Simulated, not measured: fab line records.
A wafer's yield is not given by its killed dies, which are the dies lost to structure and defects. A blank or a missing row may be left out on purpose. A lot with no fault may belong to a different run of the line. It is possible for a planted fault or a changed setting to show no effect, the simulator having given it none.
Matching of chambers | flow gf180mcu | GF_V3_CVD_00 on hdpcvd-01 has 3 sister chambers
The step deposits SiO2, target thk 600 nm, time 100 s. 3 wafers are shown with their chamber, then 7 later ones without.

== WAFERS PAIRED WITH THEIR CHAMBERS ==
wafer  | chamber | pressure-mtorr (mTorr)
L880.4 | 1       | 6.015
L880.5 | 2       | 5.990
L882.4 | 0       | 6.004

== WAFERS WHOSE CHAMBER IS MISSING ==
wafer  | pressure-mtorr (mTorr)
L882.6 | 6.006
L884.1 | 5.995
L884.5 | 5.989
L884.6 | 5.975
L885.2 | 5.999
L885.3 | 5.977
L885.5 | 5.998

== EACH ONE'S CHAMBER ==
wafer  | from the rows above          | in truth
L882.6 | can't be placed: 0 or 1 or 2 | 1
L884.1 | can't be placed: 2 or 0 or 1 | 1
L884.5 | can't be placed: 2 or 0      | 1
L884.6 | can't be placed: 2 or 0      | 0
L885.2 | can't be placed: 0 or 2 or 1 | 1
L885.3 | can't be placed: 2 or 0      | 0
L885.5 | can't be placed: 0 or 2 or 1 | 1
Correctly placed: 0 of 7. Can't be placed from these rows: 7 (the true chamber is among the candidates in 6). Number placed wrongly: 0.
How it was worked out, from the rows above alone: a wafer's distance from a chamber is the root of the sum, over the readings, of the square of ((its reading less the chamber's mean) divided by the reading's scatter). The wafer belongs to the nearest chamber; if the next one is less than 2 further off, it can't be placed. A chamber's mean is the mean of its shown wafers. The scatter: root of mean squared gap, hidden wafer to nearest shown wafer, with one shown wafer a chamber.
